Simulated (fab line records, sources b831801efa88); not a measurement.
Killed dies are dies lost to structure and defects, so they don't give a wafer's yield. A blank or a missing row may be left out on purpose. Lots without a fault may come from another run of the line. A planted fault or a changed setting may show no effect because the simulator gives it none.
Which tool did it? | flow sky130 | 10 lots, 30 wafers sampled, at 3 steps of a route of 708

WHAT THE GAUGES READ, wafer by wafer
SKY_SD_N_RS_MEAS_16: measures by four-point-probe.
lot  | measured     | on            | SD_N_RS (ohm/sq)
L470 | day 28 21:09 | film_metro-04 | 68.69 68.45 68.55
L474 | day 30 03:22 | film_metro-02 | 68.48 68.61 68.68
L475 | day 31 08:38 | film_metro-03 | 68.48 68.57 68.67
L477 | day 31 15:41 | film_metro-04 | 68.63 68.66 68.69
L476 | day 31 18:37 | film_metro-03 | 68.39 68.51 68.69
L486 | day 34 01:19 | film_metro-04 | 75.57 75.47 75.31
L487 | day 34 13:40 | film_metro-02 | 75.34 75.32 75.25
L489 | day 34 23:58 | film_metro-03 | 68.66 68.48 68.55
L490 | day 35 09:25 | film_metro-02 | 68.49 68.66 68.76
L491 | day 35 13:44 | film_metro-03 | 68.63 68.59 68.53

WHICH TOOL RAN EACH LOT (tool, then ch and the chambers of the sampled wafers, then the start)
lot  | SKY_SD_N_IMPLANT_09             | SKY_SD_N_STRIP_11
L470 | implanter-04 ch 0, day 28 20:28 | plasma_asher-01 ch 0,1, day 28 20:46
L474 | implanter-01 ch 0, day 30 02:41 | plasma_asher-04 ch 0,1, day 30 02:59
L475 | implanter-04 ch 0, day 31 07:57 | plasma_asher-04 ch 0,1, day 31 08:13
L477 | implanter-01 ch 0, day 31 15:00 | plasma_asher-01 ch 0,1, day 31 15:18
L476 | implanter-03 ch 0, day 31 17:55 | plasma_asher-03 ch 0,1, day 31 18:13
L486 | implanter-01 ch 0, day 34 00:37 | plasma_asher-01 ch 0,1, day 34 00:55
L487 | implanter-01 ch 0, day 34 12:58 | plasma_asher-01 ch 0,1, day 34 13:16
L489 | implanter-03 ch 0, day 34 23:13 | plasma_asher-01 ch 0,1, day 34 23:31
L490 | implanter-03 ch 0, day 35 08:44 | plasma_asher-01 ch 0,1, day 35 09:01
L491 | implanter-04 ch 0, day 35 13:02 | plasma_asher-03 ch 0,1, day 35 13:20
- SKY_SD_N_IMPLANT_09
- SKY_SD_N_STRIP_11: strips in O2/N2.

THE ANSWER, worked out from the rows above alone
Rule: what is usual is taken from the lots themselves. Put in order of their means at a reading, lots are off if they are a third of the lots or fewer, leave a main group of 4 or more, and stand apart from it by a gap of 3 or more times the standard deviation of the main group's means; of several such gaps the widest counts. A main group whose means are all the same, to the digits that the tables above print for the reading, isn't used. A lot without any number at a reading at which 4 lots or more have one is off too. The other lots that the step has rows for count as sound.
Off: L486, L487, at SKY_SD_N_RS_MEAS_16 (SD_N_RS). The main group: mean 68.59 ohm/sq, standard deviation 0.039.
A tool fits if, at a process step before that reading, it ran every lot that is off, and no sound lot after the first of them. The gauges at SKY_SD_N_RS_MEAS_16 are tried like those tools. One fits: implanter-01 at SKY_SD_N_IMPLANT_09. Its last sound lot is L477 (day 31 15:00), its first lot that is off L486 (day 34 00:37): a fault that began between those two fits.

WHAT THE SIMULATOR HAD PUT IN
Process parameter drift: implanter-01, from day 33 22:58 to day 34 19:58, at SKY_SD_N_IMPLANT_09. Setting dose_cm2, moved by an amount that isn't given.
Lots struck among those shown: L486, L487. The rule above found the same.
